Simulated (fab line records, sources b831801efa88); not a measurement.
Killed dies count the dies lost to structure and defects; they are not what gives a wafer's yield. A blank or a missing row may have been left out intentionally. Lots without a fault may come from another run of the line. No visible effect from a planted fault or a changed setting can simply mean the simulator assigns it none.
2 desks looking at one fault | flow sky130 | only its own numbers are on each desk; what lay behind them is given at the end

THE TOOL OWNER'S DESK: plasmaAsher-03
The tool's own readings at SKY_SD_P_STRIP_10 (strips in O2/N2): means of the sampled wafers that have a number, for each lot that ran on this tool. A lot is out of limits, marked OUT, if its mean lies more than 4 standard deviations from the usual mean; the brackets give that distance.
Columns: A = drypumpMotorCurrentA at SKY_SD_P_STRIP_10, usual 5.8 A; B = oesProductAu at SKY_SD_P_STRIP_10, usual 0.618 a.u.; C = stripTimeToEndpointS at SKY_SD_P_STRIP_10, usual 17.49 s
lot  | first seen here | A   | B               | C
L265 | day 27 01:57    | 6.4 | 0.620           | 17.51
L267 | day 27 13:49    | 6.1 | 0.614           | 17.44
L270 | day 29 01:40    | 6.1 | 0.748 (+27) OUT | -
L281 | day 32 08:00    | 6.1 | 0.618           | 17.49
L282 | day 32 14:59    | 6.4 | 0.618           | 17.53
L284 | day 33 08:15    | 6.5 | 0.618           | 17.50
L285 | day 33 11:35    | 6.1 | 0.618           | 17.46
This desk's verdict: out of limits on L270, starting with L270 at day 29 01:40 (oesProductAu at SKY_SD_P_STRIP_10). Within limits: L265, L267, L281, L282, L284, L285.

FROM THE METROLOGY DESK
What the gauges read, lot by lot, whatever tool the lot ran on: means of the sampled wafers that have a number. A lot is out of limits, marked OUT, if its mean lies more than 4 standard deviations from the usual mean; the brackets give that distance.
Columns: A = SONOS_TUNNEL_OVL at SKY_SONOS_TUNNEL_OVL_MEAS_08, usual -0.2 nm; B = RES_XHIGH_TW at SKY_RES_XHIGH_TW_MEAS_09, usual 1643; C = LOCAL_INTERCONNECT_TIN_THK at SKY_LOCAL_INTERCONNECT_THK_MEAS_02, usual 99.8 nm
lot  | first seen here | A    | B                    | C
L263 | day 12 00:24    | -0.9 | 1645                 | 99.8
L264 | day 12 08:38    | 0.4  | 1640                 | 101.6
L265 | day 12 16:15    | 0.7  | 1641                 | 100.3
L267 | day 13 03:19    | -0.9 | 1639                 | 99.6
L268 | day 13 11:52    | 0.6  | 1642                 | 101.6
L270 | day 14 12:16    | 0.1  | 30 (-99 or more) OUT | 99.0
L272 | day 15 00:58    | -1.6 | 1657                 | 99.3
L280 | day 17 13:36    | 0.4  | 1640                 | 99.4
L281 | day 18 02:03    | -2.2 | 1644                 | 98.9
L282 | day 18 06:48    | 0.6  | 1639                 | 101.7
L283 | day 18 20:32    | 0.0  | 1637                 | 99.5
L284 | day 19 04:21    | 0.4  | 1635                 | 100.2
L285 | day 19 10:24    | 0.1  | 1636                 | 98.8
This desk's result: L270 out of limits, first on L270 (RES_XHIGH_TW at SKY_RES_XHIGH_TW_MEAS_09), day 30 06:27. Within limits: L263, L264, L265, L267, L268, L272, L280, L281, L282, L283, L284, L285.

ALL TOGETHER
An alarm could have come from the tool owner's desk at day 29 01:40, on L270.
The metrology desk could have raised an alarm at day 30 06:27, on L270.
Of the lots named, all ran SKY_SD_P_STRIP_10 on plasmaAsher-03.

WHAT THE SIMULATOR PUT IN
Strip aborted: plasmaAsher-03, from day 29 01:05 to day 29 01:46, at SKY_SD_P_STRIP_10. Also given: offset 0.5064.
Struck lots among those shown: L270.
Hours from the fault's start to each desk's first reading out of limits: the tool owner's desk, 1; the metrology desk, 29.
